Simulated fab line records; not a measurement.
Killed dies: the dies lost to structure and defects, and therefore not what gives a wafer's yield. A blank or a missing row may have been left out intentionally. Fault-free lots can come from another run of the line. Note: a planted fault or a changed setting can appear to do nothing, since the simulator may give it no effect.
What tool caused it? || flow sky130 || 36 wafers from 12 lots sampled at 4 of the route's 708 steps

WHAT THE GAUGES READ, wafer by wafer
SKY_PAD_OPEN_BOW_MEAS_13. Usual: PAD_OPEN_BOW 46 um, standard deviation 8.8.
{"lot": "L280", "measured": "day 46 04:54", "on": "film metro-03", "PAD_OPEN_BOW (um)": "26 39 25", "flag": ""}
{"lot": "L281", "measured": "day 46 06:53", "on": "film metro-01", "PAD_OPEN_BOW (um)": "61 41 44", "flag": ""}
{"lot": "L282", "measured": "day 46 11:26", "on": "film metro-04", "PAD_OPEN_BOW (um)": "45 44 44", "flag": ""}
{"lot": "L283", "measured": "day 46 18:53", "on": "film metro-01", "PAD_OPEN_BOW (um)": "44 43 47", "flag": ""}
{"lot": "L285", "measured": "day 47 07:19", "on": "film metro-03", "PAD_OPEN_BOW (um)": "48 52 63", "flag": ""}
{"lot": "L287", "measured": "day 47 20:35", "on": "film metro-03", "PAD_OPEN_BOW (um)": "53 68 52", "flag": ""}
{"lot": "L288", "measured": "day 48 03:16", "on": "film metro-04", "PAD_OPEN_BOW (um)": "58 55 49", "flag": ""}
{"lot": "L291", "measured": "day 48 18:56", "on": "film metro-04", "PAD_OPEN_BOW (um)": "42 61 40", "flag": ""}
{"lot": "L292", "measured": "day 48 22:42", "on": "film metro-03", "PAD_OPEN_BOW (um)": "52 54 36", "flag": ""}
{"lot": "L293", "measured": "day 49 05:28", "on": "film metro-04", "PAD_OPEN_BOW (um)": "45 49 47", "flag": ""}
{"lot": "L294", "measured": "day 49 09:26", "on": "film metro-04", "PAD_OPEN_BOW (um)": "45 49 66", "flag": ""}
{"lot": "L296", "measured": "day 49 20:14", "on": "film metro-04", "PAD_OPEN_BOW (um)": "41 34 45", "flag": ""}

WHAT TOOL EACH LOT RAN ON (gives the tool, then ch and the chambers of the sampled wafers, and finally the start)
{"lot": "L280", "SKY_CAPM_METAL_ETCH_13": "rie metal-01 ch 0,1, day 37 21:16", "SKY_VIA4_CMP_02": "cmp-02 ch 0,1,3, day 42 05:44", "SKY_METAL5_SPUTTER_02": "pvd sputter-03, day 43 07:08"}
{"lot": "L281", "SKY_CAPM_METAL_ETCH_13": "rie metal-04 ch 0,1, day 37 22:02", "SKY_VIA4_CMP_02": "cmp-01 ch 0,1,3, day 42 08:13", "SKY_METAL5_SPUTTER_02": "pvd sputter-04, day 43 09:23"}
{"lot": "L282", "SKY_CAPM_METAL_ETCH_13": "rie metal-02 ch 0,1, day 38 07:13", "SKY_VIA4_CMP_02": "cmp-02 ch 1,2, day 42 13:53", "SKY_METAL5_SPUTTER_02": "pvd sputter-04, day 43 14:59"}
{"lot": "L283", "SKY_CAPM_METAL_ETCH_13": "rie metal-01 ch 0,1, day 38 17:43", "SKY_VIA4_CMP_02": "cmp-01 ch 0,1,2, day 43 01:07", "SKY_METAL5_SPUTTER_02": "pvd sputter-03, day 44 00:19"}
{"lot": "L285", "SKY_CAPM_METAL_ETCH_13": "rie metal-02 ch 1, day 39 06:43", "SKY_VIA4_CMP_02": "cmp-01 ch 0,1,3, day 43 11:57", "SKY_METAL5_SPUTTER_02": "pvd sputter-04, day 44 12:26"}
{"lot": "L287", "SKY_CAPM_METAL_ETCH_13": "rie metal-02 ch 0,1, day 39 23:25", "SKY_VIA4_CMP_02": "cmp-01 ch 1,2,3, day 44 04:12", "SKY_METAL5_SPUTTER_02": "pvd sputter-03, day 45 04:10"}
{"lot": "L288", "SKY_CAPM_METAL_ETCH_13": "rie metal-01 ch 0, day 40 06:59", "SKY_VIA4_CMP_02": "cmp-01 ch 0,1,2, day 44 11:35", "SKY_METAL5_SPUTTER_02": "pvd sputter-03, day 45 10:55"}
{"lot": "L291", "SKY_CAPM_METAL_ETCH_13": "rie metal-02 ch 0,1, day 41 03:02", "SKY_VIA4_CMP_02": "cmp-02 ch 0,2,3, day 45 05:15", "SKY_METAL5_SPUTTER_02": "pvd sputter-01, day 46 04:40"}
{"lot": "L292", "SKY_CAPM_METAL_ETCH_13": "rie metal-01 ch 1, day 41 08:49", "SKY_VIA4_CMP_02": "cmp-01 ch 0,2, day 45 10:40", "SKY_METAL5_SPUTTER_02": "pvd sputter-03, day 46 08:56"}
{"lot": "L293", "SKY_CAPM_METAL_ETCH_13": "rie metal-01 ch 0,1, day 41 16:16", "SKY_VIA4_CMP_02": "cmp-02 ch 0,1,3, day 45 18:30", "SKY_METAL5_SPUTTER_02": "pvd sputter-01, day 46 16:49"}
{"lot": "L294", "SKY_CAPM_METAL_ETCH_13": "rie metal-01 ch 0,1, day 42 00:41", "SKY_VIA4_CMP_02": "cmp-01 ch 1,3, day 46 00:30", "SKY_METAL5_SPUTTER_02": "pvd sputter-04, day 46 22:29"}
{"lot": "L296", "SKY_CAPM_METAL_ETCH_13": "rie metal-01 ch 0,1, day 42 12:13", "SKY_VIA4_CMP_02": "cmp-01 ch 0,2, day 46 11:35", "SKY_METAL5_SPUTTER_02": "pvd sputter-01, day 47 09:25"}
- SKY_CAPM_METAL_ETCH_13: etches TiN in Cl2/BCl3, stops on SiO2, target depth 220 nm, time 62.9 s.
- SKY_VIA4_CMP_02: polishes SiO2.
- SKY_METAL5_SPUTTER_02: material AlCu, target thk 1150 nm, time 61.2 s.

AS READ BY THE TOOLS THEMSELVES (means over the sampled wafers that have a number; for cases with no such wafer, the mark the record gives instead)
SKY_CAPM_METAL_ETCH_13. Usual: bcl3 flow sccm 30.00 sccm, standard deviation 0.086; drypump motor current A 5.6 A, standard deviation 0.42; he backside leak sccm 3.22 sccm, standard deviation 0.16; oes product au 0.941 a.u., standard deviation 0.0065; throttle valve pct 21.902 %, standard deviation 0.0094.
{"lot": "L280", "tool": "rie metal-01", "bcl3 flow sccm (sccm)": 29.95, "drypump motor current A (A)": 5.7, "he backside leak sccm (sccm)": 3.19, "oes product au (a.u.)": 0.935, "throttle valve pct (%)": 21.903, "flag": ""}
{"lot": "L281", "tool": "rie metal-04", "bcl3 flow sccm (sccm)": 30.05, "drypump motor current A (A)": 5.9, "he backside leak sccm (sccm)": 3.34, "oes product au (a.u.)": 0.944, "throttle valve pct (%)": 21.898, "flag": ""}
{"lot": "L282", "tool": "rie metal-02", "bcl3 flow sccm (sccm)": 30.08, "drypump motor current A (A)": 5.1, "he backside leak sccm (sccm)": 3.07, "oes product au (a.u.)": 0.945, "throttle valve pct (%)": 21.900, "flag": ""}
{"lot": "L283", "tool": "rie metal-01", "bcl3 flow sccm (sccm)": 30.00, "drypump motor current A (A)": 5.7, "he backside leak sccm (sccm)": 3.21, "oes product au (a.u.)": 0.944, "throttle valve pct (%)": 21.901, "flag": ""}
{"lot": "L285", "tool": "rie metal-02", "bcl3 flow sccm (sccm)": 29.87, "drypump motor current A (A)": 5.7, "he backside leak sccm (sccm)": 3.15, "oes product au (a.u.)": 0.947, "throttle valve pct (%)": 21.898, "flag": ""}
{"lot": "L287", "tool": "rie metal-02", "bcl3 flow sccm (sccm)": 29.95, "drypump motor current A (A)": 5.4, "he backside leak sccm (sccm)": 3.16, "oes product au (a.u.)": 0.943, "throttle valve pct (%)": 21.900, "flag": ""}
{"lot": "L288", "tool": "rie metal-01", "bcl3 flow sccm (sccm)": 30.02, "drypump motor current A (A)": 5.7, "he backside leak sccm (sccm)": 3.22, "oes product au (a.u.)": 0.935, "throttle valve pct (%)": 21.909, "flag": ""}
{"lot": "L291", "tool": "rie metal-02", "bcl3 flow sccm (sccm)": 30.02, "drypump motor current A (A)": 5.4, "he backside leak sccm (sccm)": 3.20, "oes product au (a.u.)": 0.944, "throttle valve pct (%)": 21.903, "flag": ""}
{"lot": "L292", "tool": "rie metal-01", "bcl3 flow sccm (sccm)": 30.00, "drypump motor current A (A)": 5.8, "he backside leak sccm (sccm)": 3.14, "oes product au (a.u.)": 0.942, "throttle valve pct (%)": 21.889, "flag": ""}
{"lot": "L293", "tool": "rie metal-01", "bcl3 flow sccm (sccm)": 29.96, "drypump motor current A (A)": 5.7, "he backside leak sccm (sccm)": 3.35, "oes product au (a.u.)": 0.940, "throttle valve pct (%)": 21.907, "flag": ""}
{"lot": "L294", "tool": "rie metal-01", "bcl3 flow sccm (sccm)": 30.06, "drypump motor current A (A)": 5.7, "he backside leak sccm (sccm)": 3.28, "oes product au (a.u.)": 0.943, "throttle valve pct (%)": 21.894, "flag": ""}
{"lot": "L296", "tool": "rie metal-01", "bcl3 flow sccm (sccm)": 29.97, "drypump motor current A (A)": 5.7, "he backside leak sccm (sccm)": 3.18, "oes product au (a.u.)": 0.942, "throttle valve pct (%)": 21.904, "flag": ""}

SKY_VIA4_CMP_02. Usual: motor current A 12.6 A, standard deviation 1.2; slurry flow ml min 150.0, standard deviation 0.45.
{"lot": "L280", "tool": "cmp-02", "motor current A (A)": 12.6, "slurry flow ml min": 149.9, "flag": ""}
{"lot": "L281", "tool": "cmp-01", "motor current A (A)": 12.5, "slurry flow ml min": 150.1, "flag": ""}
{"lot": "L282", "tool": "cmp-02", "motor current A (A)": 13.0, "slurry flow ml min": 150.2, "flag": ""}
{"lot": "L283", "tool": "cmp-01", "motor current A (A)": 12.2, "slurry flow ml min": 149.4, "flag": ""}
{"lot": "L285", "tool": "cmp-01", "motor current A (A)": 12.3, "slurry flow ml min": 150.4, "flag": ""}
{"lot": "L287", "tool": "cmp-01", "motor current A (A)": 11.6, "slurry flow ml min": 150.4, "flag": ""}
{"lot": "L288", "tool": "cmp-01", "motor current A (A)": 12.6, "slurry flow ml min": 150.3, "flag": ""}
{"lot": "L291", "tool": "cmp-02", "motor current A (A)": 12.7, "slurry flow ml min": 149.6, "flag": ""}
{"lot": "L292", "tool": "cmp-01", "motor current A (A)": 12.4, "slurry flow ml min": 149.7, "flag": ""}
{"lot": "L293", "tool": "cmp-02", "motor current A (A)": 12.7, "slurry flow ml min": 150.2, "flag": ""}
{"lot": "L294", "tool": "cmp-01", "motor current A (A)": 11.8, "slurry flow ml min": 150.8, "flag": ""}
{"lot": "L296", "tool": "cmp-01", "motor current A (A)": 12.8, "slurry flow ml min": 150.0, "flag": ""}

SKY_METAL5_SPUTTER_02. Usual: throttle valve pct reads 30.0 % (standard deviation 0.94).
{"lot": "L280", "tool": "pvd sputter-03", "throttle valve pct (%)": 30.4, "flag": ""}
{"lot": "L281", "tool": "pvd sputter-04", "throttle valve pct (%)": 30.3, "flag": ""}
{"lot": "L282", "tool": "pvd sputter-04", "throttle valve pct (%)": 30.5, "flag": ""}
{"lot": "L283", "tool": "pvd sputter-03", "throttle valve pct (%)": 30.2, "flag": ""}
{"lot": "L285", "tool": "pvd sputter-04", "throttle valve pct (%)": 30.6, "flag": ""}
{"lot": "L287", "tool": "pvd sputter-03", "throttle valve pct (%)": 30.2, "flag": ""}
{"lot": "L288", "tool": "pvd sputter-03", "throttle valve pct (%)": 30.4, "flag": ""}
{"lot": "L291", "tool": "pvd sputter-01", "throttle valve pct (%)": 29.4, "flag": ""}
{"lot": "L292", "tool": "pvd sputter-03", "throttle valve pct (%)": 30.2, "flag": ""}
{"lot": "L293", "tool": "pvd sputter-01", "throttle valve pct (%)": 30.1, "flag": ""}
{"lot": "L294", "tool": "pvd sputter-04", "throttle valve pct (%)": 30.1, "flag": ""}
{"lot": "L296", "tool": "pvd sputter-01", "throttle valve pct (%)": 28.9, "flag": ""}

THE ANSWER, worked out from the rows above alone
Rule: a lot is off if the mean of its wafers that have a number lies more than 3 standard deviations from the usual mean. A lot without any number at a reading at which 4 lots or more have one is off too. Any other lot the step has rows for is counted as sound. After the gauges, taken in route order, come the tools' own readings; for these a lot's mean is taken, as printed above. The first step at which some lot is off is used, and at that step the reading that is off furthest; a lot without a number counts as furthest.
Nothing can be told from this: no lot is off at any reading shown.

WHAT HAD BEEN PUT IN BY THE SIMULATOR
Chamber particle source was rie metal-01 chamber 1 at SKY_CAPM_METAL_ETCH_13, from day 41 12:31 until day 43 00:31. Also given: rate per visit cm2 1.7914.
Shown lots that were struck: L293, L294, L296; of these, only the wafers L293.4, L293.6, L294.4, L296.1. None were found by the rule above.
